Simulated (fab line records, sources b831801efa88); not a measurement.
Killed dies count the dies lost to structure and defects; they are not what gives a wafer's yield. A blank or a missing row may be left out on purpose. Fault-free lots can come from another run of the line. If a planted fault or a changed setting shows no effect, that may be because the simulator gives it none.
fab line records	flow sky130	part 1 of 2: steps 1 to 42 of 43
record lots=6	wafers=18	last_day=50
route steps=708 shown VIA2@519 METAL3@532 CAPM@537 PAD_OPEN@708
lots that met no fault: taken from a fault-free run of the same line
start_h: start of the lot's first displayed wafer, in hours after the record's first day	wait_h: hours since the lot's step before	" the same as in the row above	L1.1+2: one row covering several wafers at once	- no value, or no start given	* or withheld: withheld	< > ~ a bound
route shown NAME@n: NAME is a module with steps in the file, n the number in the route of the first one	usual: average and standard deviation across the fault-free wafers	same: alike in all rows	chamber/n: place in a boat	sites: readings site by site	_std_site: their standard deviation	_edge_site: mean of outer sites minus mean of inner sites	radius_mm: how far each site lies from the wafer's centre	mask NAME#n: copy n	behind: the most recent tool/chamber to have shaped the wafer	hold: the reason the lot was held/the length of the hold in hours/how it ended	device: the n, p or np transistor that did not switch	end of line: at the end of the route, the tests of the same wafers	a step without rows: its recipe alone	killed: the dies lost at the first sort to structure and to defects; this is not the yield of the wafer	map: dies across one wafer; x = killed, . = not, _ = none there
set.NAME: the setting the step ran with; set.NAME@STEP: the setting that earlier step ran with	model.NAME: the simulator's own value behind a step, which no gauge read
certain route steps with their lots: each step a table, each wafer a row
services: from which hour (start_h, from the record's first day; less than 0 if before it) a tool's chamber was out of use, for how many hours, and why
## steps
# step SKY_VIA2_CD_MEAS_12
# recipe target_cd_nm=200
# usual cd_nm=199.8/1.5
lot.wafer	tool	chamber	start_h	wait_h	cd_nm
L963.2	cd_sem-01	-	862.22	-	202.2
L963.5	"	-	"	"	201.0
L963.6	"	-	"	"	201.3
L975.3	cd_sem-01	-	936.62	-	197.7
L975.5	"	-	"	"	196.7
L975.6	"	-	"	"	197.0
L977.2	cd_sem-02	-	945.32	-	196.7
L977.3	"	-	"	"	198.2
L977.6	"	-	"	"	198.9
L978.2	cd_sem-01	-	956.25	-	199.0
L978.3	"	-	"	"	199.1
L978.6	"	-	"	"	198.7
L981.1	cd_sem-01	-	985.40	-	200.7
L981.2	"	-	"	"	200.7
L981.5	"	-	"	"	200.5
L983.2	cd_sem-02	-	1000.57	-	201.0
L983.3	"	-	"	"	199.1
L983.4	"	-	"	"	200.6
# step SKY_VIA2_OVL_MEAS_13
# usual VIA2_OVL=3/5.9
lot.wafer	tool	chamber	start_h	wait_h	VIA2_OVL[nm]
L963.2	overlay-02	-	862.32	0.1	-9
L963.5	"	-	"	"	-3
L963.6	"	-	"	"	-1
L975.3	overlay-01	-	936.71	0.1	10
L975.5	"	-	"	"	7
L975.6	"	-	"	"	4
L977.2	overlay-02	-	945.42	0.1	6
L977.3	"	-	"	"	2
L977.6	"	-	"	"	8
L978.2	overlay-01	-	956.36	0.1	7
L978.3	"	-	"	"	1
L978.6	"	-	"	"	5
L981.1	overlay-01	-	985.52	0.1	1
L981.2	"	-	"	"	5
L981.5	"	-	"	"	-1
L983.2	overlay-01	-	1000.68	0.1	6
L983.3	"	-	"	"	17
L983.4	"	-	"	"	8
# step SKY_VIA2_ETCH_14
# recipe chemistry=N2/H2	target=BARC	ion_energy_ev=200	source_w=500	bias_w=100	pressure_mtorr=30	n2_flow_sccm=100	h2_flow_sccm=200	stop_on=SiO2	time_s=45.9	target_depth_a=600
# step SKY_VIA2_ETCH_15
# recipe target=SiO2	chemistry=C4F8/O2/Ar	target_depth_nm=546	stop_on=TiN	mask_material=KrF-thick	source_w=1500	bias_w=1200	pressure_mtorr=40	c4f8_flow_sccm=withheld	O2_flow_sccm=6	Ar_flow_sccm=300	time_s=84
# usual oes_product_au=0.940/0.0051
lot.wafer	tool	chamber	start_h	wait_h	oes_product_au	rf_hours_counter_h
L963.2	rie_diel-03	1	862.40	0.0	0.941	12
L963.5	"	2	"	"	0.940	-
L963.6	"	1	"	"	0.942	-
L975.3	rie_diel-03	2	936.78	0.0	0.936	8
L975.5	"	3	"	"	0.945	-
L975.6	"	1	"	"	0.936	-
L977.2	rie_diel-04	2	945.50	0.0	0.947	6
L977.3	"	1	"	"	0.937	12
L977.6	"	3	"	"	0.942	-
L978.2	rie_diel-01	3	956.43	0.0	0.939	2
L978.3	"	1	"	"	0.941	22
L978.6	"	3	"	"	0.933	-
L981.1	rie_diel-01	1	985.59	0.0	0.941	23
L981.2	"	3	"	"	0.949	3
L981.5	"	3	"	"	0.945	-
L983.2	rie_diel-01	1	1000.75	0.0	0.943	23
L983.3	"	0	"	"	0.945	24
L983.4	"	2	"	"	0.940	22
# step SKY_VIA2_STRIP_16
# recipe chemistry=O2/N2	power_w=1400	pressure_mtorr=1500	platen_temp_c=withheld	o2_flow_sccm=3000	n2_flow_sccm=300	overash_fraction=0.5
# usual drypump_motor_current_A=5.8/0.45	oes_product_au=0.399/0.0048	strip_time_to_endpoint_s=4.05/0.034
lot.wafer	tool	chamber	start_h	wait_h	drypump_motor_current_A	oes_product_au	rf_hours_counter_h	strip_time_to_endpoint_s
L963.2	plasma_asher-04	0	862.46	0.0	6.0	0.395	71	4.05
L963.5	"	1	"	"	6.5	0.399	-	4.04
L963.6	"	0	"	"	6.0	0.395	-	4.06
L975.3	plasma_asher-01	1	936.88	0.1	5.3	0.397	-	4.04
L975.5	"	1	"	"	5.3	0.404	-	4.06
L975.6	"	0	"	"	6.0	0.400	-	4.04
L977.2	plasma_asher-04	0	945.56	0.0	6.0	0.399	79	4.03
L977.3	"	1	"	"	6.5	0.397	-	4.06
L977.6	"	1	"	"	6.5	0.400	-	4.12
L978.2	plasma_asher-04	0	956.49	0.0	6.1	0.398	81	4.04
L978.3	"	1	"	"	6.5	0.395	-	4.08
L978.6	"	1	"	"	6.5	0.402	-	4.02
L981.1	plasma_asher-02	1	985.66	0.0	5.3	0.395	25	4.11
L981.2	"	0	"	"	5.6	0.403	25	4.01
L981.5	"	1	"	"	5.3	0.399	-	4.02
L983.2	plasma_asher-04	1	1000.81	0.0	6.5	0.404	85	4.12
L983.3	"	1	"	"	6.5	0.393	-	4.04
L983.4	"	0	"	"	6.0	0.399	-	4.04
# step SKY_VIA2_STRIP_17
# recipe chemistry=post_etch_residue_remover	time_s=1200	temp_c=72.5
# step SKY_VIA2_CLEAN_18
# recipe chemistry=IPA	time_s=180	temp_c=25
# step SKY_VIA2_CLEAN_19
# recipe chemistry=O3/DIW	dry=n2_spin
# step SKY_VIA2_SPUTTER_20
# recipe material=TiN	target_thk_nm=20	chamber_pressure_pa=5	power_w=4000	time_s=80
# step SKY_VIA2_CVD_21
# recipe material=W	target_thk_nm=420	time_s=126.4	temp_c=400	pressure_torr=40
# usual heater_power_w=843/53
lot.wafer	tool	chamber	start_h	wait_h	heater_power_w
L963.2	cvd_w-02	0	863.20	0.0	874
L963.5	"	1	"	"	934
L963.6	"	0	"	"	890
L975.3	cvd_w-01	1	937.54	0.1	842
L975.5	"	0	"	"	765
L975.6	"	1	"	"	834
L977.2	cvd_w-01	1	946.21	0.0	837
L977.3	"	0	"	"	749
L977.6	"	1	"	"	854
L978.2	cvd_w-01	0	957.19	0.1	752
L978.3	"	0	"	"	758
L978.6	"	0	"	"	747
L981.1	cvd_w-02	1	986.47	0.0	891
L981.2	"	0	"	"	847
L981.5	"	0	"	"	833
L983.2	cvd_w-02	0	1001.51	0.0	850
L983.3	"	0	"	"	867
L983.4	"	1	"	"	837
# step SKY_VIA2_RS_MEAS_22
# recipe thk_meas_gauge=four-point-probe	reads=W_of_VIA2_CVD_21+TiN_of_VIA2_SPUTTER_20
# usual VIA2_W_RS=0.274/0.0038
lot.wafer	tool	chamber	start_h	wait_h	VIA2_W_RS[ohm/sq]
L963.2	film_metro-02	-	863.35	0.1	0.278
L963.5	"	-	"	"	0.274
L963.6	"	-	"	"	0.278
L975.3	film_metro-02	-	937.66	0.1	0.273
L975.5	"	-	"	"	0.272
L975.6	"	-	"	"	0.278
L977.2	film_metro-03	-	946.36	0.1	0.272
L977.3	"	-	"	"	0.268
L977.6	"	-	"	"	0.275
L978.2	film_metro-02	-	957.43	0.2	0.270
L978.3	"	-	"	"	0.272
L978.6	"	-	"	"	0.268
L981.1	film_metro-02	-	986.60	0.1	0.281
L981.2	"	-	"	"	0.282
L981.5	"	-	"	"	0.281
L983.2	film_metro-04	-	1001.66	0.1	0.276
L983.3	"	-	"	"	0.274
L983.4	"	-	"	"	0.277
# step SKY_VIA2_THK_MEAS_23
# recipe thk_meas_gauge=xrf	reads=W_of_VIA2_CVD_21
# usual VIA2_W_THK=408/6.1
lot.wafer	tool	chamber	start_h	wait_h	VIA2_W_THK[nm]
L963.2	film_metro-02	-	863.46	0.1	403
L963.5	"	-	"	"	410
L963.6	"	-	"	"	405
L975.3	film_metro-02	-	937.76	0.1	411
L975.5	"	-	"	"	412
L975.6	"	-	"	"	402
L977.2	film_metro-03	-	946.47	0.1	401
L977.3	"	-	"	"	412
L977.6	"	-	"	"	402
L978.2	film_metro-02	-	957.54	0.1	415
L978.3	"	-	"	"	409
L978.6	"	-	"	"	416
L981.1	film_metro-02	-	986.72	0.1	396
L981.2	"	-	"	"	400
L981.5	"	-	"	"	403
L983.2	film_metro-04	-	1001.77	0.1	406
L983.3	"	-	"	"	407
L983.4	"	-	"	"	399
# step SKY_VIA2_CMP_24
# recipe stop_on=SiO2	t_overpolish_s=20	down_force_psi=3.5	platen_rpm=60	target_thk_nm=0	pad_velocity_m_s=0.94248
# usual motor_current_A=10.8/1.2	overpolish_run_s=20.000/0.0091	time_to_endpoint_s=102/3.9
lot.wafer	tool	chamber	start_h	wait_h	motor_current_A	overpolish_run_s	time_to_endpoint_s
L963.2	cmp-02	0	863.61	0.1	11.5	19.991	98
L963.5	"	2	"	"	9.8	20.013	106
L963.6	"	3	"	"	9.9	19.990	100
L975.3	cmp-02	0	937.80	0.0	11.5	20.013	100
L975.6	"	0	"	"	12.1	20.002	97
L975.5	"	1	"	"	9.7	20.000	106
L977.2	cmp-02	2	946.57	0.1	10.6	20.012	101
L977.3	"	0	"	"	12.6	20.003	104
L977.6	"	1	"	"	10.4	20.001	109
L978.2	cmp-01	3	957.69	0.1	11.7	20.013	103
L978.3	"	0	"	"	14.0	19.990	100
L978.6	"	2	"	"	10.4	20.000	103
L981.1	cmp-01	2	986.78	0.1	10.6	19.991	101
L981.2	"	0	"	"	13.7	19.988	95
L981.5	"	3	"	"	10.0	19.994	98
L983.4	cmp-01	0	1001.82	0.0	14.1	20.006	94
L983.3	"	2	"	"	11.6	20.004	102
L983.2	"	3	"	"	11.8	20.000	99
# step SKY_METAL3_SPUTTER_00
# recipe material=Ti	target_thk_nm=15	power_w=3000	time_s=10	chamber_pressure_pa=0.4
# step SKY_METAL3_SPUTTER_01
# recipe material=TiN	target_thk_nm=20	power_w=6500	time_s=16.7	chamber_pressure_pa=0.4
# usual throttle_valve_pct=29.6/1.3
lot.wafer	tool	chamber	start_h	wait_h	throttle_valve_pct
L963.2	pvd_sputter-03	-	863.83	0.0	28.7
L963.5	"	-	"	"	28.6
L963.6	"	-	"	"	27.2
L975.3	pvd_sputter-03	-	938.13	0.0	29.5
L975.5	"	-	"	"	29.5
L975.6	"	-	"	"	30.2
L977.2	pvd_sputter-03	-	946.85	0.0	28.8
L977.3	"	-	"	"	27.3
L977.6	"	-	"	"	28.7
L978.2	pvd_sputter-01	-	957.91	0.0	30.6
L978.3	"	-	"	"	31.1
L978.6	"	-	"	"	30.7
L981.1	pvd_sputter-01	-	987.10	0.0	31.3
L981.2	"	-	"	"	30.6
L981.5	"	-	"	"	30.5
L983.2	pvd_sputter-04	-	1002.15	0.0	28.3
L983.3	"	-	"	"	30.3
L983.4	"	-	"	"	28.2
# step SKY_METAL3_SPUTTER_02
# recipe material=AlCu	target_thk_nm=735	power_w=10600	time_s=39.1	chamber_pressure_pa=0.4
# step SKY_METAL3_SPUTTER_03
# recipe material=Ti	target_thk_nm=5	power_w=3000	time_s=3.3	chamber_pressure_pa=0.4
# step SKY_METAL3_SPUTTER_04
# recipe material=TiN	target_thk_nm=70	power_w=6500	time_s=58.3	chamber_pressure_pa=0.4
# step SKY_CAPM_CVD_00
# recipe material=SiO2	target_thk_nm=15.5	temp_c=400	time_s=withheld	rf_w=450
# step SKY_CAPM_THK_MEAS_01
# recipe reads=SiO2_of_CAPM_CVD_00
# usual CAPM_CVD_00_THK=15.5/0.33
lot.wafer	tool	chamber	start_h	wait_h	CAPM_CVD_00_THK[nm]
L963.2	film_metro-02	-	863.99	-	15.4
L963.5	"	-	"	"	15.2
L963.6	"	-	"	"	15.6
L975.3	film_metro-02	-	938.30	-	15.8
L975.5	"	-	"	"	16.1
L975.6	"	-	"	"	15.9
L977.2	film_metro-02	-	947.02	-	15.6
L977.3	"	-	"	"	15.9
L977.6	"	-	"	"	15.8
L978.2	film_metro-02	-	958.07	-	15.9
L978.3	"	-	"	"	15.4
L978.6	"	-	"	"	15.9
L981.1	film_metro-02	-	987.26	-	15.4
L981.2	"	-	"	"	15.3
L981.5	"	-	"	"	15.9
L983.2	film_metro-04	-	1002.31	-	15.3
L983.3	"	-	"	"	15.8
L983.4	"	-	"	"	15.5
# step SKY_CAPM_SPUTTER_02
# recipe material=TiN	target_thk_nm=200	temp_c=300	power_w=6500	time_s=166.7	chamber_pressure_pa=0.4
# usual throttle_valve_pct=29.8/0.88
lot.wafer	tool	chamber	start_h	wait_h	throttle_valve_pct
L963.2	pvd_sputter-02	-	864.04	0.0	29.2
L963.5	"	-	"	"	28.9
L963.6	"	-	"	"	29.8
L975.3	pvd_sputter-02	-	938.34	0.0	29.2
L975.5	"	-	"	"	29.7
L975.6	"	-	"	"	30.5
L977.2	pvd_sputter-02	-	947.07	0.0	30.0
L977.3	"	-	"	"	29.6
L977.6	"	-	"	"	30.3
L978.2	pvd_sputter-02	-	958.12	0.0	29.8
L978.3	"	-	"	"	30.0
L978.6	"	-	"	"	30.2
L981.1	pvd_sputter-02	-	987.32	0.1	29.6
L981.2	"	-	"	"	30.0
L981.5	"	-	"	"	29.9
L983.2	pvd_sputter-01	-	1002.36	0.0	29.8
L983.3	"	-	"	"	31.3
L983.4	"	-	"	"	30.2
# step SKY_CAPM_RS_MEAS_03
# recipe thk_meas_gauge=four-point-probe	reads=TiN_of_CAPM_SPUTTER_02
# usual CAPM_TIN_RS=6.98/0.09
lot.wafer	tool	chamber	start_h	wait_h	CAPM_TIN_RS[ohm/sq]
L963.2	film_metro-04	-	864.17	0.1	7.11
L963.5	"	-	"	"	7.17
L963.6	"	-	"	"	6.98
L975.3	film_metro-04	-	938.49	0.1	7.10
L975.5	"	-	"	"	6.92
L975.6	"	-	"	"	6.95
L977.2	film_metro-01	-	947.20	0.1	7.11
L977.3	"	-	"	"	7.09
L977.6	"	-	"	"	7.06
L978.2	film_metro-01	-	958.25	0.1	7.05
L978.3	"	-	"	"	7.10
L978.6	"	-	"	"	7.10
L981.1	film_metro-01	-	987.43	0.1	7.02
L981.2	"	-	"	"	7.07
L981.5	"	-	"	"	7.02
L983.2	film_metro-01	-	1002.49	0.1	6.99
L983.3	"	-	"	"	6.95
L983.4	"	-	"	"	6.98
# step SKY_CAPM_THK_MEAS_04
# recipe thk_meas_gauge=xrf	reads=TiN_of_CAPM_SPUTTER_02
# usual CAPM_TIN_THK=200.0/2.9
lot.wafer	tool	chamber	start_h	wait_h	CAPM_TIN_THK[nm]
L963.2	film_metro-04	-	864.28	0.1	196.8
L963.5	"	-	"	"	195.9
L963.6	"	-	"	"	201.2
L975.3	film_metro-04	-	938.59	0.1	198.2
L975.5	"	-	"	"	203.3
L975.6	"	-	"	"	201.6
L977.2	film_metro-01	-	947.31	0.1	196.3
L977.3	"	-	"	"	196.0
L977.6	"	-	"	"	197.2
L978.2	film_metro-01	-	958.36	0.1	196.9
L978.3	"	-	"	"	195.4
L978.6	"	-	"	"	195.9
L981.1	film_metro-01	-	987.55	0.1	197.6
L981.2	"	-	"	"	196.2
L981.5	"	-	"	"	197.3
L983.2	film_metro-01	-	1002.60	0.1	198.3
L983.3	"	-	"	"	199.5
L983.4	"	-	"	"	198.9
# step SKY_CAPM_DEHYDRATE_05
# recipe temp_c=200	time_s=60
# step SKY_CAPM_HMDS_06
# recipe prime_time_s=60	prime_temp_c=120
# step SKY_CAPM_COAT_07
# recipe resist=NOVOLAK	spin_rpm=3000	resist_thk_nm=1140
# step SKY_CAPM_SOFTBAKE_08
# recipe temp_c=90	time_s=60	resist=NOVOLAK
# step SKY_CAPM_EXPOSE_09
# recipe mask_id=CAPM	na=0.6	source_shape=conventional	sigma_outer=0.6	polarization=unpolarized	target_cd_nm=1000	dose_mj=159
# step SKY_CAPM_PEB_10
# recipe temp_c=withheld	time_s=*	resist=NOVOLAK
# step SKY_CAPM_DEVELOP_11
# recipe resist=NOVOLAK	developer=TMAH	develop_time_s=60	dev_temp_c=23
# step SKY_CAPM_OVL_MEAS_12
# usual CAPM_OVL=0.3/1.4
lot.wafer	tool	chamber	start_h	wait_h	CAPM_OVL[nm]
L963.2	overlay-01	-	889.58	0.1	1.8
L963.5	"	-	"	"	1.8
L963.6	"	-	"	"	2.7
L975.3	overlay-02	-	961.51	0.1	0.6
L975.5	"	-	"	"	0.3
L975.6	"	-	"	"	0.6
L977.2	overlay-02	-	971.21	0.1	1.3
L977.3	"	-	"	"	1.1
L977.6	"	-	"	"	-2.1
L978.2	overlay-02	-	982.43	0.1	-0.3
L978.3	"	-	"	"	-0.9
L978.6	"	-	"	"	-1.3
L981.1	overlay-02	-	1010.50	0.1	1.5
L981.2	"	-	"	"	-0.4
L981.5	"	-	"	"	-3.1
L983.2	overlay-02	-	1024.78	0.1	0.1
L983.3	"	-	"	"	1.8
L983.4	"	-	"	"	-0.1
# step SKY_CAPM_METAL_ETCH_13
# recipe target_depth_nm=220	stop_on=SiO2	chemistry=Cl2/BCl3	target=TiN	pressure_mtorr=10	icp_w=900	bias_w=48.5	Cl2_flow_sccm=60	bcl3_flow_sccm=30	time_s=62.9
# step SKY_CAPM_STRIP_14
# recipe chemistry=O2/N2	power_w=1400	pressure_mtorr=1500	platen_temp_c=withheld	o2_flow_sccm=3000	n2_flow_sccm=300	overash_fraction=0.5
# step SKY_CAPM_STRIP_15
# recipe chemistry=post_etch_residue_remover	time_s=1200	temp_c=72.5
# step SKY_CAPM_CLEAN_16
# recipe chemistry=IPA	time_s=180	temp_c=25
# step SKY_CAPM_CLEAN_17
# recipe chemistry=O3/DIW	dry=n2_spin
# step SKY_METAL3_DEHYDRATE_05
# recipe temp_c=200	time_s=60
# step SKY_METAL3_HMDS_06
# recipe prime_time_s=60	prime_temp_c=120
# step SKY_METAL3_COAT_07
# recipe resist=BARC	temp_c=withheld	time_s=withheld	spin_rpm=3000	resist_thk_nm=60
# step SKY_METAL3_COAT_08
# recipe resist=KrF-thick	spin_rpm=3000	resist_thk_nm=1140
# step SKY_METAL3_SOFTBAKE_09
# recipe temp_c=100	time_s=90	resist=KrF-thick
# step SKY_METAL3_EXPOSE_10
# recipe mask_id=MM3	na=0.68	source_shape=annular	sigma_inner=0.4	sigma_outer=0.8	target_cd_nm=300	dose_mj=28
